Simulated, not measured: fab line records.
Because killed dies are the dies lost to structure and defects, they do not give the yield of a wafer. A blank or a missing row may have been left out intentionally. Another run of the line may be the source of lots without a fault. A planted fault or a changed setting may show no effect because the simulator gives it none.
What tool caused it? | flow sky130 | 12 lots, 36 wafers sampled, at 4 steps of a route of 708

WHAT EACH GAUGE READ, for each wafer
SKY_PAD_OPEN_BOW_MEAS_13. Usual: PAD_OPEN_BOW typically reads 44 um, with standard deviation 8.
lot  | measured     | on            | PAD_OPEN_BOW (um) | flag
L684 | day 45 15:30 | film_metro-02 | 53 46 56          |
L685 | day 46 01:44 | film_metro-02 | 39 46 45          |
L687 | day 46 08:29 | film_metro-03 | 44 55 45          |
L690 | day 47 07:59 | film_metro-03 | 46 48 49          |
L691 | day 47 15:52 | film_metro-04 | 32 25 27          |
L701 | day 49 20:35 | film_metro-02 | 34 40 26          |
L702 | day 49 22:41 | film_metro-02 | 56 48 53          |
L703 | day 50 05:34 | film_metro-03 | 49 41 44          |
L704 | day 50 09:47 | film_metro-02 | 49 41 40          |
L705 | day 50 14:49 | film_metro-03 | 34 43 46          |
L706 | day 50 17:13 | film_metro-04 | 47 39 34          |
L707 | day 51 05:41 | film_metro-03 | 52 51 44          |

WHICH TOOL RAN EACH LOT (tool, then ch and the chambers of the sampled wafers, then the start)
lot  | SKY_SONOS_ONO_STRIP_17               | SKY_METAL5_SPUTTER_02        | SKY_PASSIVATION_STRIP_12
L684 | plasma_asher-02 ch 1, day 12 11:01   | pvd_sputter-01, day 42 18:23 | plasma_asher-04 ch 0,1, day 44 15:42
L685 | plasma_asher-02 ch 0,1, day 13 03:02 | pvd_sputter-03, day 43 04:26 | plasma_asher-03 ch 0, day 45 02:29
L687 | plasma_asher-01 ch 0,1, day 13 10:39 | pvd_sputter-03, day 43 11:55 | plasma_asher-04 ch 0,1, day 45 09:23
L690 | plasma_asher-01 ch 0,1, day 14 20:59 | pvd_sputter-02, day 44 13:32 | plasma_asher-02 ch 0,1, day 46 09:19
L691 | plasma_asher-01 ch 0,1, day 15 03:06 | pvd_sputter-01, day 45 01:05 | plasma_asher-02 ch 0,1, day 46 17:17
L701 | plasma_asher-04 ch 0, day 18 15:45   | pvd_sputter-02, day 47 09:44 | plasma_asher-02 ch 0,1, day 49 00:59
L702 | plasma_asher-01 ch 1, day 18 17:51   | pvd_sputter-02, day 47 13:37 | plasma_asher-04 ch 0,1, day 49 03:26
L703 | plasma_asher-01 ch 0,1, day 19 05:29 | pvd_sputter-03, day 47 20:49 | plasma_asher-03 ch 0,1, day 49 10:38
L704 | plasma_asher-04 ch 0,1, day 19 15:12 | pvd_sputter-03, day 48 02:05 | plasma_asher-02 ch 0,1, day 49 14:51
L705 | plasma_asher-02 ch 0,1, day 19 21:36 | pvd_sputter-03, day 48 07:48 | plasma_asher-04 ch 0,1, day 49 20:16
L706 | plasma_asher-02 ch 0,1, day 20 03:07 | pvd_sputter-01, day 48 12:56 | plasma_asher-02 ch 0,1, day 49 23:39
L707 | plasma_asher-01 ch 0,1, day 21 03:50 | pvd_sputter-03, day 49 01:08 | plasma_asher-02 ch 0,1, day 50 12:17
- SKY_SONOS_ONO_STRIP_17: strips in O2/N2.
- SKY_METAL5_SPUTTER_02: material AlCu, target thk 1150 nm, time 61.2 s.
- SKY_PASSIVATION_STRIP_12: strips in O2/N2.

AS READ BY THE TOOLS THEMSELVES (means over the sampled wafers that have a number; for cases with no such wafer, the mark the record gives instead)
SKY_SONOS_ONO_STRIP_17. Usual: chamber_pressure_mTorr 1499.9 mTorr, standard deviation 1.3; drypump_motor_current_A 5.8 A, standard deviation 0.34; n2_flow_sccm 300.1 sccm, standard deviation 1; oes_product_au 0.710 a.u., standard deviation 0.0047; strip_time_to_endpoint_s 14.12 s, standard deviation 0.044.
lot  | tool            | chamber_pressure_mTorr (mTorr) | drypump_motor_current_A (A) | n2_flow_sccm (sccm) | oes_product_au (a.u.) | strip_time_to_endpoint_s (s) | flag
L684 | plasma_asher-02 | 1500.9                         | 5.9                         | 301.0               | 0.714                 | 14.07                        |
L685 | plasma_asher-02 | 1500.5                         | 5.7                         | 300.8               | 0.712                 | 14.10                        |
L687 | plasma_asher-01 | 1499.5                         | 5.7                         | 301.5               | 0.711                 | 14.13                        |
L690 | plasma_asher-01 | 1501.0                         | 5.9                         | 299.9               | 0.714                 | 14.10                        |
L691 | plasma_asher-01 | 1500.3                         | 5.7                         | 300.0               | 0.712                 | 14.09                        |
L701 | plasma_asher-04 | 1499.4                         | 5.4                         | 299.4               | 0.711                 | 14.07                        |
L702 | plasma_asher-01 | 1500.3                         | 5.6                         | 300.0               | 0.709                 | 14.09                        |
L703 | plasma_asher-01 | 1500.5                         | 5.9                         | 300.7               | 0.707                 | 14.17                        |
L704 | plasma_asher-04 | 1499.6                         | 5.8                         | 300.3               | 0.705                 | 14.13                        |
L705 | plasma_asher-02 | 1499.9                         | 5.8                         | 299.4               | 0.707                 | 14.21                        |
L706 | plasma_asher-02 | 1501.2                         | 5.8                         | 300.6               | 0.714                 | 14.15                        |
L707 | plasma_asher-01 | 1499.9                         | 5.9                         | 300.5               | 0.710                 | 14.13                        |

SKY_METAL5_SPUTTER_02. Usual: throttle_valve_pct reads 29.9 % (standard deviation 1.1).
lot  | tool           | throttle_valve_pct (%) | flag
L684 | pvd_sputter-01 | 28.7                   |
L685 | pvd_sputter-03 | 30.6                   |
L687 | pvd_sputter-03 | 30.1                   |
L690 | pvd_sputter-02 | 30.1                   |
L691 | pvd_sputter-01 | 29.4                   |
L701 | pvd_sputter-02 | 30.7                   |
L702 | pvd_sputter-02 | 30.4                   |
L703 | pvd_sputter-03 | 30.2                   |
L704 | pvd_sputter-03 | 30.4                   |
L705 | pvd_sputter-03 | 30.1                   |
L706 | pvd_sputter-01 | 28.6                   |
L707 | pvd_sputter-03 | 30.6                   |

SKY_PASSIVATION_STRIP_12. Usual: chamber_pressure_mTorr 1499.8 mTorr, standard deviation 1.4; drypump_motor_current_A 6.0 A, standard deviation 0.48; n2_flow_sccm 300.0 sccm, standard deviation 0.89; oes_product_au 0.661 a.u., standard deviation 0.0044; strip_time_to_endpoint_s 31.61 s, standard deviation 0.17.
lot  | tool            | chamber_pressure_mTorr (mTorr) | drypump_motor_current_A (A) | n2_flow_sccm (sccm) | oes_product_au (a.u.) | strip_time_to_endpoint_s (s) | flag
L684 | plasma_asher-04 | 1499.9                         | 5.8                         | 300.7               | 0.655                 | 31.86                        |
L685 | plasma_asher-03 | 1500.0                         | 6.4                         | 300.4               | 0.661                 | 31.69                        |
L687 | plasma_asher-04 | 1499.9                         | 6.3                         | 301.3               | 0.660                 | 31.83                        |
L690 | plasma_asher-02 | 1501.0                         | 5.7                         | 299.1               | 0.662                 | 31.53                        |
L691 | plasma_asher-02 | 1499.9                         | 5.7                         | 299.2               | 0.663                 | 31.52                        |
L701 | plasma_asher-02 | 1498.7                         | 5.8                         | 300.3               | 0.660                 | 31.51                        |
L702 | plasma_asher-04 | 1500.3                         | 6.3                         | 299.9               | 0.667                 | 31.69                        |
L703 | plasma_asher-03 | 1500.4                         | 6.4                         | 298.9               | 0.658                 | 31.61                        |
L704 | plasma_asher-02 | 1499.3                         | 5.7                         | 299.5               | 0.660                 | 31.70                        |
L705 | plasma_asher-04 | 1499.9                         | 6.3                         | 299.9               | 0.664                 | 31.96                        |
L706 | plasma_asher-02 | 1500.7                         | 5.8                         | 301.1               | 0.663                 | 31.65                        |
L707 | plasma_asher-02 | 1499.9                         | 5.6                         | 301.2               | 0.662                 | 31.57                        |

THE ANSWER, worked out from the rows above alone
Rule: a lot counts as off when the mean over its wafers that have a number is more than 3 standard deviations away from the usual mean. A lot without any number at a reading at which 4 lots or more have one is off too. Any other lot the step has rows for is counted as sound. The gauges are gone through in route order, then the tools' own readings, and for those a lot's mean is taken as printed above. At the first step where some lot is off, the reading lying furthest off is the one used; lots without a number count as furthest.
No lot is off at any reading shown: from this, nothing can be told.

WHAT HAD BEEN PUT IN BY THE SIMULATOR
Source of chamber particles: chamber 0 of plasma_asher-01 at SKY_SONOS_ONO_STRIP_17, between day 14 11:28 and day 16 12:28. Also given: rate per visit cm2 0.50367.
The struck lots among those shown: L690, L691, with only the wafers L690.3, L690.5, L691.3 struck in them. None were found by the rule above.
